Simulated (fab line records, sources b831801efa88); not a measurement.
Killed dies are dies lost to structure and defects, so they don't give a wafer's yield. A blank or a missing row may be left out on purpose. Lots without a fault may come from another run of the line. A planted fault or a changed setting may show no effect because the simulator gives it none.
Chamber matching | flow gf180mcu | GF_V4_CMP_04 on cmp-01: 4 sister chambers
The step polishes SiO2. 14 wafers are shown with their chamber, then 6 later ones without.

WAFERS WITH THEIR CHAMBER
wafer  | chamber | motor_current_A (A) | time_to_endpoint_s (s) | slurry_flow_ml_min
L966.2 | 1       | 10.1                | 79                     | 150.2
L966.3 | 2       | 11.0                | 84                     | 149.9
L966.5 | 3       | 12.1                | 87                     | 151.1
L968.1 | 1       | 11.2                | 73                     | 150.6
L968.2 | 0       | 12.8                | 73                     | 149.2
L968.3 | 2       | 10.9                | 75                     | 150.4
L971.2 | 3       | 11.6                | 83                     | 149.3
L971.3 | 2       | 10.9                | 78                     | 150.4
L971.5 | 3       | 12.1                | 86                     | 149.5
L976.3 | 1       | 10.4                | 93                     | 149.5
L976.4 | 2       | 10.7                | 84                     | 149.0
L976.5 | 1       | 10.1                | 90                     | 150.1
L979.1 | 2       | 11.8                | 76                     | 150.3
L979.5 | 3       | 11.8                | 84                     | 150.2

SIGNATURES (means of the wafers above)
reading            | chamber 0 | chamber 1 | chamber 2 | chamber 3 | scatter within a chamber
motor_current_A    | 12.800    | 10.450    | 11.060    | 11.900    | 0.415
time_to_endpoint_s | 73.00     | 83.75     | 79.40     | 85.00     | 5.9
slurry_flow_ml_min | 149.200   | 150.100   | 150.000   | 150.025   | 0.635
Rule: a wafer's distance from a chamber is the root of the sum, over the readings, of the square of ((its reading less the chamber's mean) divided by the reading's scatter). The wafer belongs to the nearest chamber; if the next one is less than 2 further off, it can't be placed. The scatter: the root of (the sum of the squares of (reading less its chamber's mean) over the shown wafers, divided by (wafers less chambers)).

WAFERS WITHOUT THEIR CHAMBER
wafer  | motor_current_A (A) | time_to_endpoint_s (s) | slurry_flow_ml_min
L986.1 | 11.4                | 75                     | 149.9
L986.4 | 12.2                | 90                     | 149.7
L986.6 | 11.8                | 80                     | 149.6
L987.2 | 12.4                | 73                     | 149.7
L987.3 | 10.4                | 76                     | 149.8
L987.6 | 10.5                | 87                     | 150.3

WHICH CHAMBER EACH WENT THROUGH
wafer  | from the rows above          | in truth
L986.1 | can't be placed: 2 or 3 or 1 | 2
L986.4 | 3                            | 3
L986.6 | can't be placed: 3 or 2 or 0 | 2
L987.2 | can't be placed: 0 or 3      | 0
L987.3 | can't be placed: 1 or 2      | 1
L987.6 | can't be placed: 1 or 2      | 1
Placed correctly: 1 of 6. Can't be placed from these rows: 5 (the true chamber is among the candidates in 5). Placed wrongly: 0.
